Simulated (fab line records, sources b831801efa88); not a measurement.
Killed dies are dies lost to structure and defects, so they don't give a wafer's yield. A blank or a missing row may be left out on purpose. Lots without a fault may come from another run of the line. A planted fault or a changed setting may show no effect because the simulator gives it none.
Which tool did it? | flow gf180mcu | 24 lots, 72 wafers sampled, at 1 step of a route of 602

WHAT THE GAUGES READ, wafer by wafer
GF_V2_THK_MEAS_03.
lot  | measured     | on            | V2_CVD_02_THK (nm)
L074 | day 19 03:29 | film_metro-02 | 849 853 855
L075 | day 19 15:41 | film_metro-04 | 847 838 842
L076 | day 19 23:31 | film_metro-04 | 861 852 870
L077 | day 20 09:16 | film_metro-03 | 845 848 861
L078 | day 21 06:28 | film_metro-03 | 842 831 845
L079 | day 21 12:38 | film_metro-02 | 849 842 859
L080 | day 22 01:23 | film_metro-03 | 850 837 848
L081 | day 22 09:16 | film_metro-03 | 861 858 858
L082 | day 22 11:28 | film_metro-03 | 836 837 862
L083 | day 22 19:30 | film_metro-04 | 842 857 843
L084 | day 23 01:41 | film_metro-04 | 847 843 852
L085 | day 23 15:25 | film_metro-03 | 860 872 863
L086 | day 23 21:09 | film_metro-04 | 830 864 852
L087 | day 24 04:05 | film_metro-02 | 831 843 859
L088 | day 24 16:08 | film_metro-03 | 855 864 865
L089 | day 25 05:22 | film_metro-03 | 848 862 863
L090 | day 25 05:50 | film_metro-03 | 843 837 859
L091 | day 25 12:15 | film_metro-04 | 853 850 840
L092 | day 25 18:06 | film_metro-04 | 847 846 855
L093 | day 26 02:55 | film_metro-03 | 859 869 866
L094 | day 26 07:14 | film_metro-03 | 845 839 843
L095 | day 26 13:28 | film_metro-03 | 832 830 841
L096 | day 26 18:21 | film_metro-04 | 836 855 847
L097 | day 27 01:40 | film_metro-03 | 834 841 851

WHICH TOOL RAN EACH LOT (tool, then ch and the chambers of the sampled wafers, then the start)
The record holds no process step before these readings.

WHAT THE TOOLS THEMSELVES READ (means of the sampled wafers that have a number; where no wafer has one, the mark that the record gives instead)
The record holds no such reading with a usual standard deviation.

THE ANSWER, worked out from the rows above alone
Rule: what is usual is taken from the lots themselves. Put in order of their means at a reading, lots are off if they are a third of the lots or fewer, leave a main group of 4 or more, and stand apart from it by a gap of 3 or more times the standard deviation of the main group's means; of several such gaps the widest counts. A main group whose means are all the same, to the digits that the tables above print for the reading, isn't used. A lot without any number at a reading at which 4 lots or more have one is off too. The other lots that the step has rows for count as sound. The gauges are gone through in route order, then the tools' own readings, and for those a lot's mean is taken as printed above. The first step at which some lot is off is used, and at that step the reading that is off furthest; a lot without a number counts as furthest.
No lot is off at any reading shown: from this, nothing can be told.

WHAT THE SIMULATOR HAD PUT IN
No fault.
